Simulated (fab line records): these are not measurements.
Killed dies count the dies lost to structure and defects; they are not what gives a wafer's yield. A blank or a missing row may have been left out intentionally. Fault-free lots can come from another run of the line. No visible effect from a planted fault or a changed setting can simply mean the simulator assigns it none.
A struck lot beside a sound one -- flow sky130 -- 44 out of 708 route steps
Sound: the wafers L881.2, L881.4, L881.5. Struck: wafer L894.5 (left out: L894.4, L894.6 of the same lot, which were not struck); the cause appears at the end.
Per side, at each step with rows, come the tool, then ch with its chambers, and then its first start. Under that, the readings that differ: sound wafers -- struck wafers -- difference of the means -- sigmas: that difference in standard deviations of wafers without a fault.
alike: readings whose means differ by less than 2 such deviations, and words and numbers that are the same on both sides. not compared: withheld readings, readings that some wafer has no value for, bounds like >300 that may hide the same value, and numbers for which the record gives no deviation and whose values overlap.
Wherever a step has rows on one side only, a row that says differs or no value, or a row with sigmas, the two part there. When numbers do not overlap yet have no deviation, they are printed without sigmas and do not part them. Lack of a reading on every wafer of one side parts them only where that side has two or more wafers.

SKY_VIA2_ETCH_15: etches SiO2 in C4F8/O2/Ar, stops on TiN, target depth 546 nm, time 84 s.
  sound on rie-diel-04 ch 0,1,3, day 36 13:35; struck on rie-diel-03 ch 0, day 40 11:11
  alike: oes-product-au
  not compared: rf-hours-counter-h
then, 6 steps without rows for these wafers: SKY_VIA2_STRIP_16 (strips in O2/N2); SKY_VIA2_STRIP_17 (strips in post etch residue remover, time 1200 s); SKY_VIA2_CLEAN_18 (cleans in IPA, time 180 s); SKY_VIA2_CLEAN_19 (cleans in O3/DIW); SKY_VIA2_SPUTTER_20 (material TiN, target thk 20 nm, time 80 s); SKY_VIA2_CVD_21 (deposits W, target thk 420 nm, time 126.4 s).
SKY_VIA2_RS_MEAS_22: uses a four-point probe to measure.
  sound: film-metro-01 at day 36 14:32; struck: film-metro-04 at day 40 12:04
  alike: VIA2_W_RS
SKY_VIA2_THK_MEAS_23: measures by xrf.
  sound: film-metro-01 at day 36 14:38; struck: film-metro-04 at day 40 12:09
  alike: VIA2_W_THK
then, 3 steps without rows for these wafers: SKY_VIA2_CMP_24 (polishes, stops on SiO2, t overpolish 20 s, target thk 0 nm); SKY_METAL3_SPUTTER_00 (material Ti, target thk 15 nm, time 10 s); SKY_METAL3_SPUTTER_01 (material TiN, target thk 20 nm, time 16.7 s).
SKY_METAL3_SPUTTER_02: material AlCu, target thk 735 nm, time 39.1 s.
  sound: pvd-sputter-01 at day 36 15:16; struck: pvd-sputter-01 at day 40 12:45
reading,sound,struck,difference,sigmas
chamber-pressure-pa (Pa),0.3999 0.3976 0.4018,0.4521,+0.0523,+67
throttle-valve-pct (%),32.5 28.8 32.5,28.2,-3.1,-3
model.AlCu_of_METAL3_SPUTTER_02.thk-nm (nm),733.2 733 736.8,718.7,-15.6,
SKY_METAL3_SPUTTER_03: material Ti, target thk 5 nm, time 3.3 s.
  sound: pvd-sputter-01 at day 36 15:18; struck: pvd-sputter-01 at day 40 12:47
  alike: chamber-pressure-pa, throttle-valve-pct
SKY_METAL3_SPUTTER_04: material TiN, target thk 70 nm, time 58.3 s.
  sound: pvd-sputter-01 at day 36 15:19; struck: pvd-sputter-01 at day 40 12:49
  alike: chamber-pressure-pa, throttle-valve-pct
then, 1 step without rows for these wafers: SKY_CAPM_CVD_00 (deposits SiO2, target thk 15.5 nm).
SKY_CAPM_THK_MEAS_01:
  sound: film-metro-01 at day 36 15:24; struck: film-metro-03 at day 40 12:55
  alike: CAPM_CVD_00_THK
SKY_CAPM_SPUTTER_02: material TiN, target thk 200 nm, time 166.7 s.
  sound: pvd-sputter-04 at day 36 15:27; struck: pvd-sputter-04 at day 40 12:56
  alike: chamber-pressure-pa, throttle-valve-pct
SKY_CAPM_RS_MEAS_03: uses a four-point probe to measure.
  sound: film-metro-04 at day 36 15:35; struck: film-metro-04 at day 40 13:07
  alike: CAPM_TIN_RS
SKY_CAPM_THK_MEAS_04: measures by xrf.
  sound: film-metro-04 at day 36 15:41; struck: film-metro-04 at day 40 13:12
  alike: CAPM_TIN_THK
then, 7 steps without rows for these wafers: SKY_CAPM_DEHYDRATE_05 (time 60 s); SKY_CAPM_HMDS_06 (prime time 60 s); SKY_CAPM_COAT_07 (resist thk 1140 nm); SKY_CAPM_SOFTBAKE_08 (time 60 s); SKY_CAPM_EXPOSE_09 (exposes mask CAPM, target cd 1000 nm); SKY_CAPM_PEB_10; SKY_CAPM_DEVELOP_11 (develop time 60 s).
SKY_CAPM_OVL_MEAS_12:
  sound: overlay-02 at day 37 17:14; struck: overlay-02 at day 41 12:36
  alike: CAPM_OVL
then, 1 step without rows for these wafers: SKY_CAPM_METAL_ETCH_13 (etches TiN in Cl2/BCl3, stops on SiO2, target depth 220 nm, time 62.9 s).
SKY_CAPM_STRIP_14: strips in O2/N2.
  sound on plasma-asher-02 ch 0,1, day 37 17:23; struck on plasma-asher-01 ch 1, day 41 12:43
  alike: drypump-motor-current-A, oes-product-au, strip-time-to-endpoint-s
  not compared: rf-hours-counter-h
then, 11 steps without rows for these wafers: SKY_CAPM_STRIP_15 (strips in post etch residue remover, time 1200 s); SKY_CAPM_CLEAN_16 (cleans in IPA, time 180 s); SKY_CAPM_CLEAN_17 (cleans in O3/DIW); SKY_METAL3_DEHYDRATE_05 (time 60 s); SKY_METAL3_HMDS_06 (prime time 60 s); SKY_METAL3_COAT_07 (resist thk 60 nm); SKY_METAL3_COAT_08 (resist thk 1140 nm); SKY_METAL3_SOFTBAKE_09 (time 90 s); SKY_METAL3_EXPOSE_10 (exposes mask MM3, target cd 300 nm); SKY_METAL3_PEB_11; SKY_METAL3_DEVELOP_12 (develop time 60 s).
SKY_METAL3_CD_MEAS_13 targets a cd of 300 nm.
  sound: cd-sem-02 at day 38 20:29; struck: cd-sem-01 at day 42 12:46
  alike: cd-nm
SKY_METAL3_METAL_ETCH_18: etches the open film in Cl2/BCl3, stops on SiO2, target depth 845 nm, time 183.1 s.
  sound on rie-metal-04 ch 0,1, day 38 20:46; struck on rie-metal-04 ch 0, day 42 13:05
reading,sound,struck,difference,sigmas
oes-product-au (a.u.),0.858 0.863 0.875,0.850,-0.015,-2
model.METAL3.feature-depth-nm (nm),861.7 861.7 865,847.1,-15.7,
model.etch.depth-nm (nm),861.7 861.7 865,847.1,-15.7,
  alike: bcl3-flow-sccm, drypump-motor-current-A, throttle-valve-pct
  not compared: rf-hours-counter-h
-- the record jumps here: 7 days lie between the struck wafers' starts before and after (it left off in module METAL3 and takes up again in module PAD_OPEN, whose first step shown is number 708 of the route) --
SKY_PAD_OPEN_PROBE_99:
  sound: prober-01 at day 46 00:24; struck: prober-01 at day 49 04:08
reading,sound,struck,difference,sigmas
killed_at_M0_to_M3,48 40 40,59,+16,+2
model.etest.met3.rs-ohm-sq,0.04295 0.04309 0.04301,0.04373,+0.00071,
  alike: defect-limited-yield, killed_at_M4_up, killed-at-contacts, killed-at-front-end, killed-at-other, killed-dies, killed-open, killed-short, sort_bin_3_pad_short, sort_bin_5_function, sort_bin_6_memory, sort-n-pass, sort-yield-pct

## WHERE THEY PART
Earliest at SKY_METAL3_SPUTTER_02; latest, in this record, at SKY_PAD_OPEN_PROBE_99.

WHY: whatever the simulator had introduced
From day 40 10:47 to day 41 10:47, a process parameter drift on pvd-sputter-01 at SKY_METAL3_SPUTTER_02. A move of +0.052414 in setting chamber-pressure-pa, from 0.4. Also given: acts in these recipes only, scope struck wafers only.
